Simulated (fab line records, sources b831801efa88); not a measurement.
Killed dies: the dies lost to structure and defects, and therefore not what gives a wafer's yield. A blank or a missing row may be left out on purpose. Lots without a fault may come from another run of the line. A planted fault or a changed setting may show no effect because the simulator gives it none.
A lot that was struck, set against a sound lot -- flow sky130 -- 15 out of 708 route steps
Sound: wafers L798.1, L798.2, L798.3. Struck: wafer L799.2 (L799.3, L799.6, from the same lot, were not struck and are left out); the cause is given at the end.
For every step that has rows: the tool of each side, followed by ch and its chambers, followed by its first start. Under that, the readings that differ: sound wafers -- struck wafers -- difference of the means -- sigmas: that difference in standard deviations of wafers without a fault.
alike: readings whose means differ by less than 2 such deviations, and words and numbers that are the same on both sides. not compared: withheld readings, readings that some wafer has no value for, bounds like >300 that may hide the same value, and numbers for which the record gives no deviation and whose values overlap.
Wherever a step has rows on one side only, a row that says differs or no value, or a row with sigmas, the two part there. Numbers that don't overlap but have no deviation are shown without sigmas and don't part them. A reading missing from all wafers of one side parts the sides only when that side holds two or more wafers.

first, 4 steps without rows for these wafers: SKY_LI_CONTACT_SOFTBAKE_08 (time 90 s); SKY_LI_CONTACT_EXPOSE_09 (exposes mask LICM1, target cd 170 nm); SKY_LI_CONTACT_PEB_10; SKY_LI_CONTACT_DEVELOP_11 (develop time 60 s).
SKY_LI_CONTACT_CD_MEAS_12 targets a cd of 170 nm.
  sound on cdSem-02 at day 31 20:10; struck on cdSem-02 at day 31 19:28
  alike: cdNm
SKY_LI_CONTACT_OVL_MEAS_13:
  sound on overlay-02 at day 31 20:17; struck on overlay-01 at day 31 19:34
  alike: LI_CONTACT_OVL
SKY_LI_CONTACT_ETCH_14: etches BARC in N2/H2, stops on SiO2, time 45.9 s, target depth 60 nm.
  sound on rieDiel-02 ch 1,2,3, day 31 20:19; struck on rieDiel-03 ch 1, day 31 19:36
reading,sound,struck,difference,sigmas
drypumpMotorCurrentA (A),6.2 5.7 5.3,6.6,+0.9,+2
  alike: biasW, n2FlowSccm, oesProductAu, throttleValvePct
  not compared: rfHoursCounterH
SKY_LI_CONTACT_ETCH_15: etches PSG in C4F8/O2/Ar, stops on Si, target depth 600 nm.
  sound on rieDiel-02 ch 1,2,3, day 31 20:22; struck on rieDiel-03 ch 1, day 31 19:39
  alike: biasW, oesProductAu
SKY_LI_CONTACT_STRIP_16: strips in O2/N2.
  sound on plasmaAsher-01 ch 0,1, day 31 20:27; struck on plasmaAsher-01 ch 0, day 31 19:44
  alike: drypumpMotorCurrentA, n2FlowSccm, oesProductAu, stripTimeToEndpointS
  not compared: rfHoursCounterH
then, 2 steps without rows for these wafers: SKY_LI_CONTACT_CLEAN_17 (cleans in NMP, time 600 s); SKY_LI_CONTACT_PRE_CLEAN_18 (time 5.6 s).
SKY_LI_CONTACT_SPUTTER_19: material Ti, target thk 20 nm, time 106.37 s.
  sound on pvdSputter-04 at day 31 20:44; struck on pvdSputter-01 at day 31 20:02
  alike: throttleValvePct
SKY_LI_CONTACT_SPUTTER_20: material TiN, target thk 20 nm, time 80 s.
  sound on pvdSputter-04 at day 31 20:49; struck on pvdSputter-01 at day 31 20:06
reading,sound,struck,difference,sigmas
model.TiN_of_LI_CONTACT_SPUTTER_20.thkNm (nm),20.26 20.09 20.23,34.54,+14.35,
  alike: throttleValvePct
SKY_LI_CONTACT_CVD_21: deposits W, target thk 400 nm, time 120.56 s.
  sound on cvdW-01 ch 0,1, day 31 20:53; struck on cvdW-02 ch 0, day 31 20:10
  alike: heaterPowerW, susceptorTempC
-- a jump in the record: the struck wafers' starts before and after are 16 days apart (it breaks off in module LI_CONTACT and resumes in module PAD_OPEN, where the first step shown is number 708 of the route) --
SKY_PAD_OPEN_PROBE_99:
  sound on prober-01 at day 47 22:14; struck on prober-02 at day 47 20:59
reading,sound,struck,difference,sigmas
killed_at_M4_up,3 6 3,0,-4,-2
model.etest.liconNdiff.rcOhm,178.7 180.1 175.3,192.4,+14.4,
model.etest.liconPoly.rcOhm,152.9 152.7 148.9,153.1,+1.6,
  alike: killed_at_M0_to_M3, killedAtContacts, killedAtFrontEnd, killedAtOther, killedDies, killedOpen, killedShort

== WHERE THEY PART ==
Earliest at SKY_LI_CONTACT_ETCH_14; latest, in this record, at SKY_PAD_OPEN_PROBE_99.

WHY: what the simulator had put in
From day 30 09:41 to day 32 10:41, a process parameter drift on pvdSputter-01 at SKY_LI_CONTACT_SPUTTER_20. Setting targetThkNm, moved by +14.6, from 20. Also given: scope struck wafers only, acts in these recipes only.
